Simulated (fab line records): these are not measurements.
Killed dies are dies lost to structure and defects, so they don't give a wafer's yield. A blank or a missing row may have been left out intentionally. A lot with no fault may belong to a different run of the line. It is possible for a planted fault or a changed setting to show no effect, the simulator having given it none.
Matching of chambers | flow gf180mcu | GF_V4_ETCH_16 on rie_diel-02 has 4 sister chambers
The step etches BARC in N2/H2. 4 wafers are shown with their chamber, then 12 later ones without.

## EACH WAFER AND ITS CHAMBER
wafer  | chamber | drypump_motor_current_A (A)
L087.5 | 3       | 5.4
L087.6 | 2       | 4.8
L088.1 | 0       | 5.8
L088.6 | 1       | 5.6

## WAFERS MISSING THEIR CHAMBER
wafer  | drypump_motor_current_A (A)
L092.2 | 4.8
L092.3 | 5.8
L092.4 | 5.7
L094.1 | 5.4
L094.5 | 5.8
L094.6 | 4.8
L097.2 | 5.7
L097.3 | 5.3
L097.6 | 5.3
L096.3 | 5.4
L096.4 | 5.6
L096.5 | 5.8

## WHICH CHAMBER EACH WENT THROUGH
wafer  | from the rows above     | in truth
L092.2 | 2                       | 2
L092.3 | 0                       | 0
L092.4 | can't be placed: 0 or 1 | 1
L094.1 | 3                       | 3
L094.5 | 0                       | 0
L094.6 | 2                       | 2
L097.2 | can't be placed: 0 or 1 | 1
L097.3 | 3                       | 3
L097.6 | 3                       | 3
L096.3 | 3                       | 3
L096.4 | 1                       | 1
L096.5 | 0                       | 0
10 of 12 placed correctly. These rows do not allow placing 2 (true chamber among the candidates in 2). Number placed wrongly: 0.
How it was worked out, from the rows above alone: a wafer's distance from a chamber is the root of the sum, over the readings, of the square of ((its reading less the chamber's mean) divided by the reading's scatter). If the next closest chamber is less than 2 further off than the closest, the wafer can't be placed; otherwise it belongs to the closest. A chamber's mean is the mean of its shown wafers. The scatter: with one shown wafer a chamber, the root of the mean of the squares of how far each hidden wafer lies from its nearest shown one.
